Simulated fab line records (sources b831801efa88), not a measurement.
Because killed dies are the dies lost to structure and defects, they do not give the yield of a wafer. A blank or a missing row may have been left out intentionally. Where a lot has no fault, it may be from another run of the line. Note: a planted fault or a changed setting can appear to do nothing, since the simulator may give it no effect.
Which of the tools did it? / flow sky130 / 11 lots (33 wafers sampled), 1 step of a 708-step route

WHAT THE GAUGES SHOWED, per wafer
SKY_LI_CONTACT_OVL_MEAS_13.
lot=L538; measured=day 28 20:58; on=overlay-01; LI_CONTACT_OVL (nm)=9 -7 2
lot=L541; measured=day 30 10:05; on=overlay-02; LI_CONTACT_OVL (nm)=-2 1 -6
lot=L542; measured=day 30 14:32; on=overlay-02; LI_CONTACT_OVL (nm)=7 3 9
lot=L543; measured=day 30 20:01; on=overlay-01; LI_CONTACT_OVL (nm)=1 3 4
lot=L544; measured=day 31 08:32; on=overlay-02; LI_CONTACT_OVL (nm)=-7 -4 -10
lot=L549; measured=day 33 01:36; on=overlay-01; LI_CONTACT_OVL (nm)=5 9 8
lot=L550; measured=day 33 09:37; on=overlay-02; LI_CONTACT_OVL (nm)=2 11 11
lot=L556; measured=day 35 18:49; on=overlay-01; LI_CONTACT_OVL (nm)=6 0 -2
lot=L557; measured=day 35 19:29; on=overlay-01; LI_CONTACT_OVL (nm)=-5 -5 -4
lot=L560; measured=day 36 06:49; on=overlay-02; LI_CONTACT_OVL (nm)=0 -1 0
lot=L561; measured=day 36 17:46; on=overlay-01; LI_CONTACT_OVL (nm)=1 7 -4

TOOL THAT RAN EACH LOT (tool first, then ch and the chambers of the sampled wafers, then the start)
Before these readings, the record contains no process step.

THE ANSWER, worked out from the rows above alone
Rule: the lots themselves supply what counts as usual. Put in order of their means at a reading, lots are off if they are a third of the lots or fewer, leave a main group of 4 or more, and stand apart from it by a gap of 3 or more times the standard deviation of the main group's means; of several such gaps the widest counts. A main group is skipped when, at the precision printed for the reading in the tables above, its means are all equal. A lot without any number at a reading at which 4 lots or more have one is off too. The other lots that the step has rows for count as sound.
None of the lots is off at any reading shown; this tells nothing.

WHAT THE SIMULATOR PUT IN
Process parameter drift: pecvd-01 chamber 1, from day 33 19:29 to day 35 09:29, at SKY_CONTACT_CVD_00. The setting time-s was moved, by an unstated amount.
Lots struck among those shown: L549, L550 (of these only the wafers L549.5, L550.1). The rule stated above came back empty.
